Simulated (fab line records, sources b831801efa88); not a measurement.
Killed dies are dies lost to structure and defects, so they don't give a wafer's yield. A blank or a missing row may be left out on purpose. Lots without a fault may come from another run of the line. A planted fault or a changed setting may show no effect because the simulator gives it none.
A struck lot beside a sound one | flow sky130 | 14 steps out of a route of 708
Sound: wafers L656.1, L656.4, L656.5. Struck: wafers L665.1, L665.3, L665.5. The cause comes at the end.
At each step with rows: each side's tool, then ch and its chambers, then its first start. Under that, the readings that differ: sound wafers | struck wafers | difference of the means | sigmas: that difference in standard deviations of wafers without a fault.
alike: readings whose means differ by less than 2 such deviations, and words and numbers that are the same on both sides. not compared: withheld readings, readings that some wafer has no value for, bounds like >300 that may hide the same value, and numbers for which the record gives no deviation and whose values overlap.
The two part at a step that has a row with sigmas, a row that says differs or no value, or rows on one side only. Numbers that don't overlap but have no deviation are shown without sigmas and don't part them. A reading that every wafer of one side lacks parts them only if that side has two wafers or more.

first, 2 steps without rows for these wafers: SKY_METAL2_CLEAN_23 (cleans in O3/DIW); SKY_VIA2_HDPCVD_00 (deposits SiO2, target thk 1180 nm, time 196.7 s).
SKY_VIA2_THK_MEAS_01:
  sound on film_metro-03, day 34 23:29; struck on film_metro-04, day 38 02:13
  alike: VIA2_HDPCVD_THK
SKY_VIA2_CMP_02: polishes SiO2.
  sound on cmp-02 ch 1,2, day 34 23:35; struck on cmp-02 ch 1,3, day 38 02:20
  alike: motor_current_A, retaining_ring_pressure_frac
SKY_VIA2_BOW_MEAS_03:
  sound on film_metro-03, day 34 23:50; struck on film_metro-03, day 38 02:35
  alike: VIA2_BOW
then, 7 steps without rows for these wafers: SKY_VIA2_DEHYDRATE_04 (time 60 s); SKY_VIA2_HMDS_05 (prime time 60 s); SKY_VIA2_COAT_06 (resist thk 60 nm); SKY_VIA2_COAT_07 (resist thk 450 nm); SKY_VIA2_SOFTBAKE_08 (time 90 s); SKY_VIA2_EXPOSE_09 (exposes mask VIM2, target cd 200 nm); SKY_VIA2_PEB_10.
SKY_VIA2_DEVELOP_11: develop time 60 s.
  sound on litho_track-02 ch 0, day 36 02:00; struck on litho_track-03, day 39 03:00
  no value came back on the struck wafers for chill_plate_temp_C (C), develop_time_s (s); on the sound wafers chill_plate_temp_C (C) reads 22.99 23.25 23.01
  reading                                     | sound             | struck            | difference | sigmas
  model.KrF-thick_of_VIA2_COAT_07.thk_nm (nm) | 438.6 438.4 438.9 | 451.1 449.6 450.2 | +11.7      |
SKY_VIA2_CD_MEAS_12: target cd 200 nm.
  sound on cd_sem-02, day 36 02:48; struck on cd_sem-01, day 39 03:34
  reading    | sound             | struck | difference                    | sigmas
  cd_nm (nm) | 200.0 199.7 199.7 | - - -  | no value on the struck wafers |

WHERE THEY PART
First at SKY_VIA2_DEVELOP_11; last, within this record, at SKY_VIA2_CD_MEAS_12.

WHY: what the simulator had put in
Skipped step whole: litho_track-03, from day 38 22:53 on, at SKY_VIA2_DEVELOP_11. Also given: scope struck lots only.
